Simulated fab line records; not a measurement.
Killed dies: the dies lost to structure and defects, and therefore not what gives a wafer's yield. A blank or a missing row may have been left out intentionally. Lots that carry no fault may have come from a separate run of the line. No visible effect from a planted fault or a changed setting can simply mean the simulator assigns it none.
fab line records / flow sky130
record: lots: 14 wafers: 42 last-day: 50
route steps=708 shown CAP2M@610 PAD_OPEN@708
lots that met no fault: taken from a fault-free run of the same line
start-h: hours from the record's first day to the start of the lot's first wafer shown / wait-h: hours since the lot's step before / " as in the row above / L1.1+2: a row that stands for several wafers / - value missing, or start not given / * or withheld: withheld / < > ~ a bound
route shown NAME@n: names a module that has steps shown in the file, with the first one's number in the route / usual: mean and standard deviation over wafers with no fault / same: alike in all rows / chamber/n: place in a boat / sites: the reading at each site / _std_site: standard deviation across them / _edge_site: inner sites' mean taken away from outer sites' mean / radius-mm: for every site, how far away it sits from the centre of the wafer / mask NAME#n: copy n / behind: the last tool/chamber to shape the wafer / hold: why the lot was held/for how many hours/how that ended / device: which transistor (n, p or np) failed to switch / end of line: the same wafers' tests at the end of the route / a step without rows: its recipe alone / killed: dies that structure and defects cost at the first sort, which is not the same as the wafer's yield / map: dies across one wafer; x = killed, . = not, _ = none there
set.NAME: the setting as run; set.NAME@STEP: as run at that earlier step / model.NAME: the simulator's own value behind a step, which no gauge read
the route's steps for a sample of lots (tables are steps, rows are wafers)
services: when a tool's chamber went out of use (start-h, in hours from the record's first day, below 0 if earlier), for how many hours, and the reason
== steps ==
step: SKY_CAP2M_COAT_07
recipe: resist: NOVOLAK spin-rpm: 3000 resist-thk-nm: 1140
lot.wafer=L928.3+5+6 tool=litho-track-04 chamber=0 start-h=942.53 wait-h=0.1
lot.wafer=L931.3+4+5 tool=litho-track-04 chamber=0 start-h=969.53 wait-h=0.1
lot.wafer=L930.1+2+5 tool=litho-track-04 chamber=0 start-h=975.33 wait-h=0.1
lot.wafer=L932.2+3+5 tool=litho-track-04 chamber=0 start-h=983.15 wait-h=0.1
lot.wafer=L933.2+5+6 tool=litho-track-04 chamber=0 start-h=985.35 wait-h=0.1
lot.wafer=L935.3+4+6 tool=litho-track-04 chamber=0 start-h=989.43 wait-h=0.1
lot.wafer=L934.2+3+5 tool=litho-track-04 chamber=0 start-h=992.70 wait-h=0.1
lot.wafer=L940.1+3+6 tool=litho-track-03 chamber=0 start-h=1046.80 wait-h=0.1
lot.wafer=L945.3+4+5 tool=litho-track-03 chamber=0 start-h=1057.00 wait-h=0.1
lot.wafer=L947.1+5+6 tool=litho-track-03 chamber=0 start-h=1069.25 wait-h=0.1
lot.wafer=L949.1+4+6 tool=litho-track-04 chamber=0 start-h=1080.63 wait-h=0.1
lot.wafer=L948.1+2+5 tool=litho-track-03 chamber=0 start-h=1082.30 wait-h=0.1
lot.wafer=L950.2+4+5 tool=litho-track-03 chamber=0 start-h=1090.82 wait-h=0.1
lot.wafer=L951.4+5+6 tool=litho-track-02 chamber=0 start-h=1095.72 wait-h=0.1
step: SKY_CAP2M_STRIP_14
recipe: chemistry: O2/N2 power-w: 1400 pressure-mtorr: 1500 platen-temp-c: withheld o2-flow-sccm: 3000 n2-flow-sccm: 300 overash-fraction: 0.5
usual: drypump-motor-current-A: 5.4/0.4 oes-product-au: 0.711/0.0044 strip-time-to-endpoint-s: 12.64/0.038
lot.wafer=L928.3 tool=plasma-asher-03 chamber=0 start-h=955.71 wait-h=0.1 drypump-motor-current-A=4.9 oes-product-au=0.703 rf-hours-counter-h=- strip-time-to-endpoint-s=12.71
lot.wafer=L928.5 tool=plasma-asher-03 chamber=1 start-h=955.71 wait-h=0.1 drypump-motor-current-A=5.2 oes-product-au=0.708 rf-hours-counter-h=- strip-time-to-endpoint-s=12.66
lot.wafer=L928.6 tool=plasma-asher-03 chamber=0 start-h=955.71 wait-h=0.1 drypump-motor-current-A=4.9 oes-product-au=0.712 rf-hours-counter-h=- strip-time-to-endpoint-s=12.67
lot.wafer=L931.3 tool=plasma-asher-03 chamber=0 start-h=981.74 wait-h=0.1 drypump-motor-current-A=4.9 oes-product-au=0.720 rf-hours-counter-h=- strip-time-to-endpoint-s=12.68
lot.wafer=L931.4 tool=plasma-asher-03 chamber=1 start-h=981.74 wait-h=0.1 drypump-motor-current-A=5.2 oes-product-au=0.714 rf-hours-counter-h=- strip-time-to-endpoint-s=12.66
lot.wafer=L931.5 tool=plasma-asher-03 chamber=1 start-h=981.74 wait-h=0.1 drypump-motor-current-A=5.2 oes-product-au=0.709 rf-hours-counter-h=- strip-time-to-endpoint-s=12.70
lot.wafer=L930.1 tool=plasma-asher-02 chamber=1 start-h=987.81 wait-h=0.1 drypump-motor-current-A=5.5 oes-product-au=0.707 rf-hours-counter-h=23 strip-time-to-endpoint-s=12.65
lot.wafer=L930.2 tool=plasma-asher-02 chamber=0 start-h=987.81 wait-h=0.1 drypump-motor-current-A=5.8 oes-product-au=0.713 rf-hours-counter-h=23 strip-time-to-endpoint-s=12.60
lot.wafer=L930.5 tool=plasma-asher-02 chamber=0 start-h=987.81 wait-h=0.1 drypump-motor-current-A=5.8 oes-product-au=0.708 rf-hours-counter-h=- strip-time-to-endpoint-s=12.60
lot.wafer=L932.2 tool=plasma-asher-01 chamber=0 start-h=994.19 wait-h=0.1 drypump-motor-current-A=5.9 oes-product-au=0.718 rf-hours-counter-h=57 strip-time-to-endpoint-s=12.67
lot.wafer=L932.3 tool=plasma-asher-01 chamber=0 start-h=994.19 wait-h=0.1 drypump-motor-current-A=6.0 oes-product-au=0.713 rf-hours-counter-h=- strip-time-to-endpoint-s=12.69
lot.wafer=L932.5 tool=plasma-asher-01 chamber=0 start-h=994.19 wait-h=0.1 drypump-motor-current-A=5.9 oes-product-au=0.714 rf-hours-counter-h=- strip-time-to-endpoint-s=12.64
lot.wafer=L933.2 tool=plasma-asher-02 chamber=0 start-h=996.91 wait-h=0.1 drypump-motor-current-A=5.8 oes-product-au=0.714 rf-hours-counter-h=24 strip-time-to-endpoint-s=12.66
lot.wafer=L933.5 tool=plasma-asher-02 chamber=0 start-h=996.91 wait-h=0.1 drypump-motor-current-A=5.8 oes-product-au=0.711 rf-hours-counter-h=- strip-time-to-endpoint-s=12.67
lot.wafer=L933.6 tool=plasma-asher-02 chamber=1 start-h=996.91 wait-h=0.1 drypump-motor-current-A=5.5 oes-product-au=0.712 rf-hours-counter-h=- strip-time-to-endpoint-s=12.61
lot.wafer=L935.3 tool=plasma-asher-03 chamber=0 start-h=1001.15 wait-h=0.1 drypump-motor-current-A=4.9 oes-product-au=0.708 rf-hours-counter-h=- strip-time-to-endpoint-s=12.81
lot.wafer=L935.4 tool=plasma-asher-03 chamber=1 start-h=1001.15 wait-h=0.1 drypump-motor-current-A=5.2 oes-product-au=0.716 rf-hours-counter-h=- strip-time-to-endpoint-s=12.80
lot.wafer=L935.6 tool=plasma-asher-03 chamber=0 start-h=1001.15 wait-h=0.1 drypump-motor-current-A=4.9 oes-product-au=0.708 rf-hours-counter-h=- strip-time-to-endpoint-s=12.78
lot.wafer=L934.2 tool=plasma-asher-03 chamber=0 start-h=1005.11 wait-h=0.1 drypump-motor-current-A=4.9 oes-product-au=0.718 rf-hours-counter-h=117 strip-time-to-endpoint-s=12.82
lot.wafer=L934.3 tool=plasma-asher-03 chamber=0 start-h=1005.11 wait-h=0.1 drypump-motor-current-A=4.9 oes-product-au=0.715 rf-hours-counter-h=- strip-time-to-endpoint-s=12.81
lot.wafer=L934.5 tool=plasma-asher-03 chamber=1 start-h=1005.11 wait-h=0.1 drypump-motor-current-A=5.3 oes-product-au=0.710 rf-hours-counter-h=- strip-time-to-endpoint-s=12.77
lot.wafer=L940.1 tool=plasma-asher-02 chamber=0 start-h=1057.69 wait-h=0.1 drypump-motor-current-A=5.8 oes-product-au=0.715 rf-hours-counter-h=30 strip-time-to-endpoint-s=12.55
lot.wafer=L940.3 tool=plasma-asher-02 chamber=1 start-h=1057.69 wait-h=0.1 drypump-motor-current-A=5.5 oes-product-au=0.709 rf-hours-counter-h=- strip-time-to-endpoint-s=12.64
lot.wafer=L940.6 tool=plasma-asher-02 chamber=1 start-h=1057.69 wait-h=0.1 drypump-motor-current-A=5.6 oes-product-au=0.710 rf-hours-counter-h=- strip-time-to-endpoint-s=12.66
lot.wafer=L945.3 tool=plasma-asher-03 chamber=1 start-h=1067.63 wait-h=0.1 drypump-motor-current-A=5.2 oes-product-au=0.709 rf-hours-counter-h=- strip-time-to-endpoint-s=12.70
lot.wafer=L945.4 tool=plasma-asher-03 chamber=0 start-h=1067.63 wait-h=0.1 drypump-motor-current-A=4.9 oes-product-au=0.703 rf-hours-counter-h=- strip-time-to-endpoint-s=12.70
lot.wafer=L945.5 tool=plasma-asher-03 chamber=0 start-h=1067.63 wait-h=0.1 drypump-motor-current-A=4.9 oes-product-au=0.714 rf-hours-counter-h=- strip-time-to-endpoint-s=12.68
lot.wafer=L947.1 tool=plasma-asher-02 chamber=0 start-h=1080.09 wait-h=0.1 drypump-motor-current-A=5.8 oes-product-au=0.711 rf-hours-counter-h=32 strip-time-to-endpoint-s=12.65
lot.wafer=L947.5 tool=plasma-asher-02 chamber=1 start-h=1080.09 wait-h=0.1 drypump-motor-current-A=5.6 oes-product-au=0.711 rf-hours-counter-h=- strip-time-to-endpoint-s=12.63
lot.wafer=L947.6 tool=plasma-asher-02 chamber=0 start-h=1080.09 wait-h=0.1 drypump-motor-current-A=5.8 oes-product-au=0.709 rf-hours-counter-h=- strip-time-to-endpoint-s=12.64
lot.wafer=L949.1 tool=plasma-asher-03 chamber=1 start-h=1090.99 wait-h=0.1 drypump-motor-current-A=5.2 oes-product-au=0.716 rf-hours-counter-h=3 strip-time-to-endpoint-s=12.60
lot.wafer=L949.4 tool=plasma-asher-03 chamber=0 start-h=1090.99 wait-h=0.1 drypump-motor-current-A=4.9 oes-product-au=0.712 rf-hours-counter-h=- strip-time-to-endpoint-s=12.60
lot.wafer=L949.6 tool=plasma-asher-03 chamber=1 start-h=1090.99 wait-h=0.1 drypump-motor-current-A=5.2 oes-product-au=0.709 rf-hours-counter-h=- strip-time-to-endpoint-s=12.58
lot.wafer=L948.1 tool=plasma-asher-01 chamber=1 start-h=1092.76 wait-h=0.1 drypump-motor-current-A=6.0 oes-product-au=0.707 rf-hours-counter-h=66 strip-time-to-endpoint-s=12.58
lot.wafer=L948.2 tool=plasma-asher-01 chamber=0 start-h=1092.76 wait-h=0.1 drypump-motor-current-A=5.9 oes-product-au=0.701 rf-hours-counter-h=66 strip-time-to-endpoint-s=12.69
lot.wafer=L948.5 tool=plasma-asher-01 chamber=0 start-h=1092.76 wait-h=0.1 drypump-motor-current-A=5.9 oes-product-au=0.711 rf-hours-counter-h=- strip-time-to-endpoint-s=12.65
lot.wafer=L950.2 tool=plasma-asher-03 chamber=0 start-h=1101.56 wait-h=0.1 drypump-motor-current-A=4.9 oes-product-au=0.712 rf-hours-counter-h=4 strip-time-to-endpoint-s=12.72
lot.wafer=L950.4 tool=plasma-asher-03 chamber=1 start-h=1101.56 wait-h=0.1 drypump-motor-current-A=5.2 oes-product-au=0.713 rf-hours-counter-h=- strip-time-to-endpoint-s=12.63
lot.wafer=L950.5 tool=plasma-asher-03 chamber=0 start-h=1101.56 wait-h=0.1 drypump-motor-current-A=4.9 oes-product-au=0.714 rf-hours-counter-h=- strip-time-to-endpoint-s=12.67
lot.wafer=L951.4 tool=plasma-asher-02 chamber=1 start-h=1106.84 wait-h=0.1 drypump-motor-current-A=5.5 oes-product-au=0.713 rf-hours-counter-h=- strip-time-to-endpoint-s=12.65
lot.wafer=L951.5 tool=plasma-asher-02 chamber=0 start-h=1106.84 wait-h=0.1 drypump-motor-current-A=5.8 oes-product-au=0.712 rf-hours-counter-h=- strip-time-to-endpoint-s=12.65
lot.wafer=L951.6 tool=plasma-asher-02 chamber=1 start-h=1106.84 wait-h=0.1 drypump-motor-current-A=5.5 oes-product-au=0.711 rf-hours-counter-h=- strip-time-to-endpoint-s=12.65
step: SKY_PAD_OPEN_PROBE_99
usual: defect-limited-yield: 82.8/1.9 killed_at_M0_to_M3: 43/7.3 killed_at_M4_up: 3.6/1.9 killed-at-contacts: 23/5.3 killed-at-front-end: 15/4.5 killed-at-other: 0.3/0.72 killed-dies: 85/9.4 killed-open: 46/6.7 killed-short: 38/6.8 sort_bin_3_pad_short: 0.8/0.36 sort_bin_5_function: 10.1/1.3 sort_bin_6_memory: 6.3/1.2 sort-n-pass: 407/9.4 sort-yield-pct: 82.8/1.9
same: gross-dies: 492 killed-at-back-side: 0 sort_bin_4_leakage[%]: 0 sort_bin_8_speed[%]: 0
lot.wafer=L930.1 tool=prober-02 chamber=- start-h=1103.47 wait-h=0.1 defect-limited-yield[%]=80.1 killed_at_M0_to_M3=46 killed_at_M4_up=3 killed-at-contacts=30 killed-at-front-end=19 killed-at-other=0 killed-dies=98 killed-open=61 killed-short=37 sort_bin_3_pad_short[%]=0.2 sort_bin_5_function[%]=12.4 sort_bin_6_memory[%]=7.3 sort-n-pass=394 sort-yield-pct[%]=80.1
lot.wafer=L930.2 tool=prober-02 chamber=- start-h=1103.52 wait-h=0.1 defect-limited-yield[%]=78.9 killed_at_M0_to_M3=58 killed_at_M4_up=9 killed-at-contacts=29 killed-at-front-end=8 killed-at-other=0 killed-dies=104 killed-open=67 killed-short=37 sort_bin_3_pad_short[%]=1.2 sort_bin_5_function[%]=13.0 sort_bin_6_memory[%]=6.9 sort-n-pass=388 sort-yield-pct[%]=78.9
lot.wafer=L930.5 tool=prober-02 chamber=- start-h=1103.67 wait-h=0.2 defect-limited-yield[%]=78.3 killed_at_M0_to_M3=52 killed_at_M4_up=3 killed-at-contacts=29 killed-at-front-end=20 killed-at-other=3 killed-dies=107 killed-open=55 killed-short=52 sort_bin_3_pad_short[%]=0.6 sort_bin_5_function[%]=12.8 sort_bin_6_memory[%]=8.3 sort-n-pass=385 sort-yield-pct[%]=78.3
lot.wafer=L932.2 tool=prober-01 chamber=- start-h=1109.92 wait-h=0.1 defect-limited-yield[%]=86.2 killed_at_M0_to_M3=38 killed_at_M4_up=3 killed-at-contacts=17 killed-at-front-end=10 killed-at-other=0 killed-dies=68 killed-open=44 killed-short=22 sort_bin_3_pad_short[%]=0.6 sort_bin_5_function[%]=10.4 sort_bin_6_memory[%]=2.8 sort-n-pass=424 sort-yield-pct[%]=86.2
lot.wafer=L932.3 tool=prober-01 chamber=- start-h=1109.97 wait-h=0.2 defect-limited-yield[%]=78.9 killed_at_M0_to_M3=56 killed_at_M4_up=5 killed-at-contacts=20 killed-at-front-end=23 killed-at-other=0 killed-dies=104 killed-open=57 killed-short=47 sort_bin_3_pad_short[%]=0.4 sort_bin_5_function[%]=13.0 sort_bin_6_memory[%]=7.7 sort-n-pass=388 sort-yield-pct[%]=78.9
lot.wafer=L932.5 tool=prober-01 chamber=- start-h=1110.07 wait-h=0.2 defect-limited-yield[%]=81.3 killed_at_M0_to_M3=49 killed_at_M4_up=2 killed-at-contacts=32 killed-at-front-end=9 killed-at-other=0 killed-dies=92 killed-open=47 killed-short=44 sort_bin_3_pad_short[%]=1.4 sort_bin_5_function[%]=9.8 sort_bin_6_memory[%]=7.5 sort-n-pass=400 sort-yield-pct[%]=81.3
killed by level:class
L930.1 VIA2:geometric-particle:open=12 LI_CONTACT:geometric-particle:open=10 CONTACT:geometric-particle:open=9 VIA1:geometric-particle:open=9 FIELD_ISO:geometric-particle:open=7 VIA3:geometric-particle:open=6 CONTACT:geometric-particle:short=5 METAL1:geometric-particle:short=5
L930.2 VIA1:geometric-particle:open=14 CONTACT:geometric-particle:open=12 VIA3:geometric-particle:open=9 LI_CONTACT:geometric-particle:open=8 VIA2:geometric-particle:open=8 VIA1:geometric-particle:short=6 METAL1:geometric-particle:short=5 VIA2:geometric-particle:short=5
L930.5 VIA3:geometric-particle:open=12 VIA1:geometric-particle:open=10 VIA2:geometric-particle:open=8 LI_CONTACT:geometric-particle:open=6 LI_CONTACT:geometric-particle:short=6 CONTACT:geometric-particle:short=6 METAL1:geometric-particle:short=6 METAL2:geometric-particle:short=6
L932.2 VIA1:geometric-particle:open=15 CONTACT:geometric-particle:open=8 METAL1:geometric-particle:short=6 VIA3:geometric-particle:open=5 FIELD_ISO:geometric-particle:open=4 LOCAL_INTERCONNECT:geometric-particle:short=4 VIA1:geometric-particle:short=4 POLY_GATE:geometric-particle:open=3
L932.3 VIA1:geometric-particle:open=14 CONTACT:geometric-particle:open=10 VIA3:geometric-particle:open=10 FIELD_ISO:geometric-particle:open=7 FIELD_ISO:geometric-particle:short=6 VIA1:geometric-particle:short=6 VIA2:geometric-particle:open=6 METAL1:geometric-particle:short=5
L932.5 CONTACT:geometric-particle:open=13 METAL1:geometric-particle:short=8 LI_CONTACT:geometric-particle:open=7 CONTACT:geometric-particle:short=7 VIA1:geometric-particle:open=7 VIA1:geometric-particle:short=6 METAL2:geometric-particle:short=6 VIA3:geometric-particle:open=5
== services ==
tool=plasma-asher-01 chamber=- start-h=952.64 hours=4.1 kind=repair
tool=plasma-asher-02 chamber=- start-h=955.45 hours=14.6 kind=pm
tool=plasma-asher-01 chamber=- start-h=1018.76 hours=2.5 kind=repair
tool=plasma-asher-03 chamber=- start-h=1055.25 hours=9.0 kind=pm
tool=plasma-asher-03 chamber=0 start-h=1055.25 hours=9.0 kind=vent-cycle
tool=plasma-asher-03 chamber=1 start-h=1055.25 hours=9.0 kind=vent-cycle
tool=plasma-asher-03 chamber=0 start-h=1064.25 hours=- kind=clean
tool=plasma-asher-03 chamber=1 start-h=1064.25 hours=- kind=clean
tool=plasma-asher-02 chamber=- start-h=1094.19 hours=4.5 kind=repair
== key ==
first-sign: step: SKY_CAP2M_STRIP_14 reading: strip-time-to-endpoint-s direction: up sigmas: 4.2 usual: * struck: *
effect none on later readings
met-at SKY_CAP2M_COAT_07
struck-lots L934,L935
onset-between 985.35 989.43
fault: kind: process-parameter-drift tool: litho-track-04 chamber: - onset-h: 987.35 steps: SKY_CAP2M_COAT_07 channel: resist-thk-nm offset: 19.132 shape: step end-h: 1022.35 acts-in: these-recipes-only stated: 1140
